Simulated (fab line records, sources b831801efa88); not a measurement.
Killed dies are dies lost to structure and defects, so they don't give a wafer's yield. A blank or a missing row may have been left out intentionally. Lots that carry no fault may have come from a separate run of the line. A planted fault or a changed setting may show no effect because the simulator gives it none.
Chamber matching + flow gf180mcu + GF_V5_CVD_02 on pecvd-04: 3 sister chambers
The step deposits SiO2 from TEOS, target thk 1450 nm, time 163.28 s. 14 wafers are shown with their chamber, then 7 later ones without.

## WAFERS WITH THEIR CHAMBER
| wafer  | chamber | heater_power_w (W) |
|--------|---------|--------------------|
| L369.2 | 1       | 539                |
| L369.3 | 2       | 633                |
| L369.6 | 0       | 774                |
| L370.2 | 0       | 751                |
| L370.4 | 1       | 438                |
| L370.5 | 0       | 624                |
| L375.2 | 2       | 626                |
| L375.3 | 0       | 703                |
| L375.5 | 2       | 503                |
| L377.3 | 0       | 721                |
| L377.4 | 0       | 775                |
| L377.6 | 1       | 458                |
| L380.3 | 0       | 619                |
| L380.4 | 1       | 449                |

SIGNATURES, as means of the wafers listed above
| reading        | chamber 0 | chamber 1 | chamber 2 | scatter within a chamber |
|----------------|-----------|-----------|-----------|--------------------------|
| heater_power_w | 709.57    | 471.00    | 587.33    | 62.5                     |
Rule: a wafer lies at a distance from a chamber equal to the root of the sum of squares, over the readings, of (its reading less the chamber's mean, divided by the reading's scatter). The wafer belongs to the nearest chamber; if the next one is less than 2 further off, it can't be placed. The scatter: take each reading less its chamber's mean, square it, sum over the shown wafers, divide by the number of wafers less the number of chambers, and take the root.

## WAFERS MISSING THEIR CHAMBER
| wafer  | heater_power_w (W) |
|--------|--------------------|
| L380.5 | 710                |
| L389.2 | 587                |
| L389.4 | 568                |
| L389.5 | 647                |
| L390.2 | 532                |
| L390.3 | 630                |
| L390.5 | 517                |

## THE CHAMBER EACH PASSED THROUGH
| wafer  | from the rows above          | in truth |
|--------|------------------------------|----------|
| L380.5 | can't be placed: 0 or 2      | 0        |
| L389.2 | can't be placed: 2 or 1 or 0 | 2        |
| L389.4 | can't be placed: 2 or 1 or 0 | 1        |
| L389.5 | can't be placed: 2 or 0 or 1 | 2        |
| L390.2 | can't be placed: 2 or 1 or 0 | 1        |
| L390.3 | can't be placed: 2 or 0 or 1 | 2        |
| L390.5 | can't be placed: 1 or 2      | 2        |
Correct placement for 0 of the 7. Cannot be placed on the basis of these rows: 7; the candidates contain the true chamber in 7. Wrongly placed: 0.
